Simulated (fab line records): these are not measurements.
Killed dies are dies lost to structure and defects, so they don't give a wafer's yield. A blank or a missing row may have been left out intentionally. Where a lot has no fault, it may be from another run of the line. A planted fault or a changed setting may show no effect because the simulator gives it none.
What tool caused it?	flow sky130	Sampling: 11 lots, 33 wafers, 2 of 708 route steps

## WHAT EACH GAUGE READ, for each wafer
SKY_METAL1_CD_MEAS_15 targets a cd of 140 nm.
lot	measured	on	cd-nm (nm)
L300	day 33 03:56	cd-sem-01	141.0 142.8 141.5
L301	day 33 10:04	cd-sem-01	138.6 138.8 138.5
L303	day 34 01:03	cd-sem-01	139.6 139.6 138.6
L307	day 35 17:32	cd-sem-01	139.9 139.8 139.7
L308	day 36 05:27	cd-sem-01	135.5 107.4 104.9
L318	day 38 19:30	cd-sem-01	145.6 143.9 143.7
L317	day 38 21:14	cd-sem-01	139.5 140.1 139.6
L319	day 39 02:45	cd-sem-01	137.7 139.0 136.5
L320	day 39 06:42	cd-sem-01	140.0 140.6 141.8
L321	day 39 12:33	cd-sem-01	139.9 138.6 139.9
L323	day 40 04:31	cd-sem-01	140.0 138.5 139.3

## WHICH TOOL RAN EACH LOT (tool, then ch and the chambers of the sampled wafers, then the start)
lot	SKY_METAL1_EXPOSE_12
L300	krf-scanner-01 ch 0, day 32 15:15
L301	krf-scanner-02 ch 0, day 32 20:41
L303	krf-scanner-01 ch 0, day 33 11:28
L307	krf-scanner-02 ch 0, day 35 04:25
L308	krf-scanner-01 ch 0, day 35 16:28
L318	krf-scanner-01 ch 0, day 38 06:41
L317	krf-scanner-02 ch 0, day 38 08:01
L319	krf-scanner-01 ch 0, day 38 14:22
L320	krf-scanner-02 ch 0, day 38 18:21
L321	krf-scanner-02 ch 0, day 39 01:18
L323	krf-scanner-02 ch 0, day 39 15:18
- SKY_METAL1_EXPOSE_12: exposes mask MM1, target cd 140 nm.

## THE ANSWER, worked out from the rows above alone
Rule: the lots themselves supply what counts as usual. Put in order of their means at a reading, lots are off if they are a third of the lots or fewer, leave a main group of 4 or more, and stand apart from it by a gap of 3 or more times the standard deviation of the main group's means; of several such gaps the widest counts. Not used: any main group whose means are identical at the precision the tables above print for the reading. Also off: a lot with no number at a reading for which 4 or more lots have one. The other lots that the step has rows for count as sound.
Off at SKY_METAL1_CD_MEAS_15 (cd-nm): L308. The main group: mean 140.1 nm, standard deviation 1.8.
A tool fits if, at a process step before that reading, it ran every lot that is off, and no sound lot after the first of them. Those tools and the gauges at SKY_METAL1_CD_MEAS_15 are tried in the same way. None of those tried fits.

## WHAT THE SIMULATOR HAD PUT IN
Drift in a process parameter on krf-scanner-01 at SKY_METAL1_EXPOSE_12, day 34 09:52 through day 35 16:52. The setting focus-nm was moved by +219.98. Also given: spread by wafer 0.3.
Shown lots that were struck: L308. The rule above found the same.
